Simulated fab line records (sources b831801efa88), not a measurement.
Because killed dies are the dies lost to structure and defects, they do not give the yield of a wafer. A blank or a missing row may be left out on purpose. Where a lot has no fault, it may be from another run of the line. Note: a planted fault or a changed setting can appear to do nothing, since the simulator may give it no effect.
2 desks, one fault / flow gf180mcu / each desk has only its own numbers; what lay behind them comes last

METROLOGY DESK
Means of the sampled wafers that have a number, per lot and without regard to the tool the lot ran on: this is what the gauges read. The brackets show how far a lot's mean lies from the usual mean; more than 4 standard deviations puts the lot out of limits, marked OUT.
Columns: A = DNWELL_TW at GF_DNWELL_TW_MEAS_09, usual 1351; B = NWELL_OVL at GF_NWELL_OVL_MEAS_07, usual -0.5 nm; C = NWELL_TW at GF_NWELL_TW_MEAS_11, usual 1574; D = LVPWELL_OVL at GF_LVPWELL_OVL_MEAS_07, usual -0.7 nm; E = LVPWELL_TW at GF_LVPWELL_TW_MEAS_11, usual 558; F = MVSD_OVL at GF_MVSD_OVL_MEAS_07, usual 1.2 nm; G = MVSD_TW at GF_MVSD_TW_MEAS_11, usual 1580
lot=L601; first seen here=day 3 00:25; A=1358; B=-1.1; C=1556; D=-0.8; E=563; F=1.3; G=1612
lot=L606; first seen here=day 4 02:14; A=1362; B=-0.4; C=1547; D=-1.4; E=562; F=0.6; G=1586
lot=L611; first seen here=day 5 05:37; A=1364; B=-2.8; C=1575; D=-0.2; E=553; F=2.4; G=1584
lot=L614; first seen here=day 5 22:07; A=1331; B=-0.1; C=1592; D=1.2; E=555; F=1.6; G=1588
lot=L620; first seen here=day 7 05:58; A=1340; B=-1.8; C=1589; D=-1.3; E=553; F=1.4; G=1556
lot=L622; first seen here=day 7 23:59; A=1366; B=-2.4; C=1581; D=-0.3; E=552; F=2.1; G=1557
This desk's verdict: no lot among the 6 shows anything out of limits.

DESK OF THE TOOL OWNER: implanter-03
For each lot that ran on this tool, the mean over its sampled wafers that have a number, from the tool's own readings at GF_NWELL_IMPLANT_08. The brackets show how far a lot's mean lies from the usual mean; more than 4 standard deviations puts the lot out of limits, marked OUT.
Columns: A = beam on s at GF_NWELL_IMPLANT_08, usual 9.95 s; B = faraday current uA at GF_NWELL_IMPLANT_08, usual 85.0
lot=L606; first seen here=day 4 16:29; A=10.21; B=83.0
lot=L611; first seen here=day 5 19:22; A=9.98; B=84.9
lot=L614; first seen here=day 6 13:11; A=9.89; B=85.5
This desk's verdict: no lot among the 3 shows anything out of limits.

BROUGHT TOGETHER
The metrology desk saw nothing out of limits.
The tool owner's desk saw nothing out of limits.

WHAT HAD BEEN PUT IN BY THE SIMULATOR
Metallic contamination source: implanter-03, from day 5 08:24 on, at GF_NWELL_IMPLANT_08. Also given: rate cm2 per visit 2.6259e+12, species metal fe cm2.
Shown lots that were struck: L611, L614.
